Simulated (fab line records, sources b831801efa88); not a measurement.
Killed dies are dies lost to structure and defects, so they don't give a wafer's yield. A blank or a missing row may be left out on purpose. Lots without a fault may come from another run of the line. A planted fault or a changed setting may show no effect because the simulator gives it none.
A struck lot beside a sound one | flow sfq_line | 42 steps out of a route of 325
Sound: wafers L832.1, L832.4, L832.6. Struck: wafer L842.1. (L842.3, L842.4 of the same lot were not struck and are left out.) The cause comes at the end.
At each step with rows: each side's tool, then ch and its chambers, then its first start. Under that, the readings that differ: sound wafers | struck wafers | difference of the means | sigmas: that difference in standard deviations of wafers without a fault.
alike: readings whose means differ by less than 2 such deviations, and words and numbers that are the same on both sides. not compared: withheld readings, readings that some wafer has no value for, bounds like >300 that may hide the same value, and numbers for which the record gives no deviation and whose values overlap.
The two part at a step that has a row with sigmas, a row that says differs or no value, or rows on one side only. Numbers that don't overlap but have no deviation are shown without sigmas and don't part them. A reading that every wafer of one side lacks parts them only if that side has two wafers or more.

first, 6 steps without rows for these wafers: SFQ_TRILAYER_I0_VIA_LITHO_COAT_036 (resist thk 62 nm); SFQ_TRILAYER_I0_VIA_LITHO_COAT_031 (resist thk 650 nm); SFQ_TRILAYER_I0_VIA_LITHO_SOFTBAKE_035; SFQ_TRILAYER_I0_VIA_LITHO_EXPOSE_032 (exposes mask I0, target cd 500 nm); SFQ_TRILAYER_I0_VIA_LITHO_PEB_034 (peb time 60 s); SFQ_TRILAYER_I0_VIA_LITHO_DEVELOP_033 (time 60 s).
SFQ_I0_OVL_MEAS_908:
  sound on overlay-02, day 12 01:05; struck on overlay-01, day 14 23:58
  alike: I0_OVL
SFQ_TRILAYER_I0_VIA_BARC_OPEN_VIA_ETCH_046: etches BARC in O2, target depth 125 nm, time 41.7 s.
  sound on rie_diel-01 ch 0,3, day 12 01:07; struck on rie_diel-01 ch 3, day 15 00:01
  alike: drypump_motor_current_A, oes_product_au
  not compared: rf_hours_counter_h
then, 4 steps without rows for these wafers: SFQ_TRILAYER_I0_VIA_ETCH_VIA_ETCH_034 (etches SiO2 in CHF3, stops on Nb, target depth 260 nm); SFQ_TRILAYER_I0_VIA_STRIP_STRIP_035 (strips in O2); SFQ_TRILAYER_I0_VIA_STRIP_SOLV_CLEAN_036 (cleans in NMP, time 600 s); SFQ_TRILAYER_M1_DEP_PRE_CLEAN_038 (time 22.5 s).
SFQ_TRILAYER_M1_DEP_SPUTTER_037: material Nb, target thk 200 nm, time 133.3 s.
  sound on pvd_sputter-03, day 12 02:05; struck on pvd_sputter-04, day 15 01:08
  reading                                             | sound                | struck | difference | sigmas
  cathode_dc_power_W (W)                              | 2000.3 1999.7 1999.6 | 2843.9 | +844.0     | +99 or more
  model.Nb_of_TRILAYER_M1_DEP_SPUTTER_037.thk_nm (nm) | 200.3 200.2 199.2    | 288.1  | +88.2      |
  alike: throttle_valve_pct
SFQ_M1_RS_MEAS_909: measures by four-point-probe.
  sound on film_metro-01, day 12 02:10; struck on film_metro-01, day 15 01:14
  reading           | sound             | struck | difference | sigmas
  M1_NB_RS (ohm/sq) | 0.888 0.889 0.894 | 0.615  | -0.275     | -29
then, 6 steps without rows for these wafers: SFQ_TRILAYER_M1_LITHO_COAT_044 (resist thk 62 nm); SFQ_TRILAYER_M1_LITHO_COAT_039 (resist thk 600 nm); SFQ_TRILAYER_M1_LITHO_SOFTBAKE_043; SFQ_TRILAYER_M1_LITHO_EXPOSE_040 (exposes mask M1, target cd 500 nm); SFQ_TRILAYER_M1_LITHO_PEB_042 (peb time 60 s); SFQ_TRILAYER_M1_LITHO_DEVELOP_041 (time 60 s).
-- the record jumps here: 4 days lie between the struck wafers' starts before and after --
SFQ_M1_OVL_MEAS_911:
  sound on overlay-01, day 15 01:10; struck on overlay-02, day 18 18:49
  alike: M1_OVL
then, 1 step without rows for these wafers: SFQ_TRILAYER_M1_BARC_OPEN_METAL_ETCH_054 (etches BARC in O2, target depth 125 nm, time 41.7 s).
SFQ_TRILAYER_M1_ETCH_METAL_ETCH_042: etches Nb in Cl2/Ar, stops on SiO2, target depth 240 nm, time 120 s.
  sound on rie_metal-04 ch 1, day 15 01:20; struck on rie_metal-02 ch 0, day 18 18:54
  reading               | sound             | struck | difference | sigmas
  oes_product_au (a.u.) | 0.890 0.896 0.888 | 1.001  | +0.110     | +16
  alike: drypump_motor_current_A
  not compared: rf_hours_counter_h
SFQ_TRILAYER_M1_STRIP_STRIP_043: strips in O2.
  sound on rie_metal-04 ch 1, day 15 01:35; struck on rie_metal-02 ch 0, day 18 19:02
  alike: drypump_motor_current_A, oes_product_au
  not compared: rf_hours_counter_h
then, 1 step without rows for these wafers: SFQ_TRILAYER_M1_STRIP_SOLV_CLEAN_044 (cleans in NMP, time 600 s).
SFQ_TRILAYER_I1_DEP_PECVD_045: deposits SiO2 from SiH4/N2O, time 111.11 s, target thk 500 nm.
  sound on pecvd-04 ch 0,1,2, day 15 02:57; struck on pecvd-02 ch 1, day 18 19:49
  alike: heater_power_w, showerhead_vpp_V, susceptor_temp_C, throttle_valve_pct
SFQ_TRILAYER_I1_CMP_CMP_046: polishes SiO2.
  sound on cmp-02 ch 0,1, day 15 05:46; struck on cmp-01 ch 3, day 18 21:41
  alike: motor_current_A, slurry_filter_dp_kPa, slurry_flow_ml_min, time_to_endpoint_s
SFQ_I1_BOW_MEAS_912:
  sound on film_metro-03, day 15 08:46; struck on film_metro-01, day 19 00:41
  alike: I1_BOW
then, 7 steps without rows for these wafers: SFQ_TRILAYER_I1_METRO_MEASURE_047; SFQ_TRILAYER_I1_VIA_LITHO_COAT_054 (resist thk 62 nm); SFQ_TRILAYER_I1_VIA_LITHO_COAT_049 (resist thk 650 nm); SFQ_TRILAYER_I1_VIA_LITHO_SOFTBAKE_053; SFQ_TRILAYER_I1_VIA_LITHO_EXPOSE_050 (exposes mask I1, target cd 500 nm); SFQ_TRILAYER_I1_VIA_LITHO_PEB_052 (peb time 60 s); SFQ_TRILAYER_I1_VIA_LITHO_DEVELOP_051 (time 60 s).
-- the record jumps here: 4 days lie between the struck wafers' starts before and after --
SFQ_I1_OVL_MEAS_913:
  sound on overlay-02, day 19 03:13; struck on overlay-02, day 23 04:22
  alike: I1_OVL
SFQ_TRILAYER_I1_VIA_BARC_OPEN_VIA_ETCH_071: etches BARC in O2, target depth 125 nm, time 41.7 s.
  sound on rie_diel-01 ch 0,3, day 19 03:14; struck on rie_diel-03 ch 3, day 23 04:24
  reading                     | sound       | struck | difference | sigmas
  drypump_motor_current_A (A) | 5.4 5.2 5.2 | 6.2    | +0.9       | +3
  alike: oes_product_au
  not compared: rf_hours_counter_h
then, 4 steps without rows for these wafers: SFQ_TRILAYER_I1_VIA_ETCH_VIA_ETCH_052 (etches SiO2 in CHF3, stops on Nb, target depth 260 nm); SFQ_TRILAYER_I1_VIA_STRIP_STRIP_053 (strips in O2); SFQ_TRILAYER_I1_VIA_STRIP_SOLV_CLEAN_054 (cleans in NMP, time 600 s); SFQ_TRILAYER_M2_DEP_PRE_CLEAN_056 (time 22.5 s).
-- the record jumps here: 51 days lie between the struck wafers' starts before and after --
SFQ_M8_BOW_MEAS_951:
  sound on film_metro-02, day 73 00:14; struck on film_metro-03, day 73 20:25
  reading                       | sound                | struck | difference | sigmas
  model.etest.m1.comb_log10_ohm | 12 12 12             | 0      | -12        |
  model.etest.m1.ohm_sq         | 0.8873 0.8878 0.8921 | 0.6169 | -0.2722    |
  alike: M8_BOW

WHERE THEY PART
First at SFQ_TRILAYER_M1_DEP_SPUTTER_037; last, within this record, at SFQ_TRILAYER_I1_VIA_BARC_OPEN_VIA_ETCH_071. Later steps at which nothing parts them and some readings are alike: SFQ_M8_BOW_MEAS_951.

WHY: what the simulator had put in
Process parameter drift: pvd_sputter-04, from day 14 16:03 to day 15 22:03, at SFQ_TRILAYER_M1_DEP_SPUTTER_037. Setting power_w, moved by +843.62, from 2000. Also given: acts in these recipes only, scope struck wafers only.
